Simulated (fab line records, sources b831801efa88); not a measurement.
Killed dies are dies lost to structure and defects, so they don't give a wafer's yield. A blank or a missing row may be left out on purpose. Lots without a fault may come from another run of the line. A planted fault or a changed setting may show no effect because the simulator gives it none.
Which tool did it? | flow sfq_line | 7 lots, 21 wafers sampled, at 5 steps of a route of 325

WHAT THE GAUGES READ, wafer by wafer
SFQ_M3_RS_MEAS_919: measures by four-point-probe.
lot  | measured     | on            | M3_NB_RS (ohm/sq)
L504 | day 32 23:21 | film_metro-04 | 0.878 0.885 0.880
L506 | day 33 14:45 | film_metro-02 | 0.886 0.877 0.884
L508 | day 35 13:47 | film_metro-02 | 0.887 0.882 0.882
L511 | day 36 16:34 | film_metro-04 | 0.882 0.880 0.878
L513 | day 43 00:38 | film_metro-01 | 0.893 0.902 0.892
L515 | day 43 23:18 | film_metro-04 | 0.888 0.895 0.893
L521 | day 45 22:06 | film_metro-04 | 0.886 0.882 0.890

WHICH TOOL RAN EACH LOT (tool, then ch and the chambers of the sampled wafers, then the start)
lot  | SFQ_TRILAYER_L0_CAP_PECVD_011  | SFQ_TRILAYER_L0_VIA_ETCH_VIA_ETCH_016 | SFQ_TRILAYER_I2_VIA_BARC_OPEN_VIA_ETCH_096 | SFQ_TRILAYER_I2_VIA_STRIP_STRIP_071
L504 | pecvd-01 ch 0,2, day 4 17:59   | rie_diel-04 ch 0,2,3, day 8 01:38     | rie_diel-04 ch 1,2,3, day 32 22:17         | rie_metal-02 ch 1, day 32 22:26
L506 | pecvd-04 ch 0,2, day 5 06:55   | rie_diel-01 ch 0,1, day 8 17:14       | rie_diel-03 ch 0,2,3, day 33 13:41         | rie_metal-03 ch 0,1, day 33 13:50
L508 | pecvd-03 ch 1,2, day 5 17:29   | rie_diel-04 ch 0,3, day 9 15:13       | rie_diel-04 ch 0,1,3, day 35 12:43         | rie_metal-03 ch 0,1, day 35 12:52
L511 | pecvd-03 ch 0,1, day 6 11:29   | rie_diel-02 ch 0,2,3, day 10 15:14    | rie_diel-01 ch 0,1,3, day 36 15:30         | rie_metal-01 ch 0,1, day 36 15:39
L513 | pecvd-04 ch 0,1,2, day 7 00:48 | rie_diel-02 ch 0,2,3, day 11 04:35    | rie_diel-04 ch 1,2,3, day 42 23:35         | rie_metal-01 ch 0,1, day 42 23:44
L515 | pecvd-04 ch 0,2, day 7 10:51   | rie_diel-04 ch 1,2, day 11 16:26      | rie_diel-01 ch 1,2, day 43 22:14           | rie_metal-02 ch 0,1, day 43 22:23
L521 | pecvd-01 ch 1,2, day 8 16:52   | rie_diel-02 ch 0,1, day 13 05:13      | rie_diel-01 ch 0,2, day 45 21:02           | rie_metal-02 ch 0,1, day 45 21:11
- SFQ_TRILAYER_L0_CAP_PECVD_011: deposits SiO2 from SiH4/N2O, time 13.333 s, target thk 60 nm.
- SFQ_TRILAYER_L0_VIA_ETCH_VIA_ETCH_016: etches SiO2 in CHF3, stops on MoNx KI, target depth 80 nm.
- SFQ_TRILAYER_I2_VIA_BARC_OPEN_VIA_ETCH_096: etches BARC in O2, target depth 125 nm, time 41.7 s.
- SFQ_TRILAYER_I2_VIA_STRIP_STRIP_071: strips in O2.

THE ANSWER, worked out from the rows above alone
Rule: what is usual is taken from the lots themselves. Put in order of their means at a reading, lots are off if they are a third of the lots or fewer, leave a main group of 4 or more, and stand apart from it by a gap of 3 or more times the standard deviation of the main group's means; of several such gaps the widest counts. A main group whose means are all the same, to the digits that the tables above print for the reading, isn't used. A lot without any number at a reading at which 4 lots or more have one is off too. The other lots that the step has rows for count as sound.
No lot is off at any reading shown: from this, nothing can be told.

WHAT THE SIMULATOR HAD PUT IN
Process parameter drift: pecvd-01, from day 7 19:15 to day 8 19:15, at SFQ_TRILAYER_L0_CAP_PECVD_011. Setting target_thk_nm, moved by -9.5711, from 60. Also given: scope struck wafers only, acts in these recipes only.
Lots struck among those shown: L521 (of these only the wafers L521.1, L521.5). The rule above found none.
